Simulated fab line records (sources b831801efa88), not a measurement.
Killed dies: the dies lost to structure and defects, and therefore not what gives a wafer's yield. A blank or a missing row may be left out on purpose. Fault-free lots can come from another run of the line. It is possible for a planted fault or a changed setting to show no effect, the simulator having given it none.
A lot that was struck, set against a sound lot ; flow sky130 ; 16 out of 708 route steps
Sound: wafers L719.1, L719.2, L719.5. Wafers struck: L728.1, L728.3, L728.5. The cause is named last.
At each step with rows: each side's tool, then ch and its chambers, then its first start. Under that, the readings that differ: sound wafers ; struck wafers ; difference of the means ; sigmas: that difference in standard deviations of wafers without a fault.
alike: a reading whose means differ by less than 2 such deviations, as well as words and numbers matching on both sides. not compared: withheld readings; readings where some wafer has no value; bounds like >300 that might hide an equal value; numbers whose values overlap and for which the record gives no deviation.
Wherever a step has rows on one side only, a row that says differs or no value, or a row with sigmas, the two part there. Numbers that don't overlap but have no deviation are shown without sigmas and don't part them. A reading that every wafer of one side lacks parts them only if that side has two wafers or more.

first, 4 steps without rows for these wafers: SKY_LDD_N_IMPLANT_12; SKY_LDD_N_IMPLANT_13; SKY_LDD_N_IMPLANT_14; SKY_LDD_N_IMPLANT_15.
SKY_LDD_N_STRIP_16: strips in O2/N2.
  sound on plasmaAsher-02 ch 0,1, day 19 06:24; struck on plasmaAsher-04 ch 0,1, day 22 15:18
reading;sound;struck;difference;sigmas
drypumpMotorCurrentA (A);6.4 6.3 6.3;5.1 5.2 5.2;-1.2;-2
  alike: oesProductAu, stripTimeToEndpointS
  not compared: rfHoursCounterH
SKY_LDD_N_TW_MEAS_17:
  sound on filmMetro-04 at day 19 06:30; struck on filmMetro-01 at day 22 15:24
  alike: LDD_N_TW
then, 6 steps without rows for these wafers: SKY_LDD_P_DEHYDRATE_00 (time 60 s); SKY_LDD_P_HMDS_01 (prime time 60 s); SKY_LDD_P_COAT_02 (resist thk 1140 nm); SKY_LDD_P_SOFTBAKE_03 (time 60 s); SKY_LDD_P_EXPOSE_04 (exposes mask PSDM, target cd 380 nm); SKY_LDD_P_PEB_05.
SKY_LDD_P_DEVELOP_06: develop time 60 s.
  sound on lithoTrack-01 ch 0, day 20 12:43; struck on lithoTrack-01 ch 0, day 23 21:01
reading;sound;struck;difference;sigmas
developerTempC (C);22.99 23.19 22.96;25.15 25.08 25.15;+2.08;+21
SKY_LDD_P_CD_MEAS_07: target cd 380 nm.
  sound on cdSem-01 at day 20 12:52; struck on cdSem-02 at day 23 21:10
reading;sound;struck;difference;sigmas
cdNm (nm);383.8 382.9 384.5;372.9 371.7 374.4;-10.7;-4
SKY_LDD_P_OVL_MEAS_08:
  sound on overlay-01 at day 20 12:59; struck on overlay-01 at day 23 21:17
  alike: LDD_P_OVL
-- record jumps: 25 days separate the struck wafers' starts on either side; left off in module LDD_P, taken up again in module PAD_OPEN, whose first shown step is the route's number 708 --
SKY_PAD_OPEN_PROBE_99:
  sound on prober-01 at day 47 00:16; struck on prober-02 at day 49 00:14
reading;sound;struck;difference;sigmas
killedOpen;57 60 62;41 38 42;-19;-3
  alike: killed_at_M0_to_M3, killed_at_M4_up, killedAtContacts, killedAtFrontEnd, killedAtOther, killedDies, killedShort

## WHERE THEY PART
Earliest at SKY_LDD_N_STRIP_16; latest, in this record, at SKY_PAD_OPEN_PROBE_99.

WHY: what had been put in by the simulator
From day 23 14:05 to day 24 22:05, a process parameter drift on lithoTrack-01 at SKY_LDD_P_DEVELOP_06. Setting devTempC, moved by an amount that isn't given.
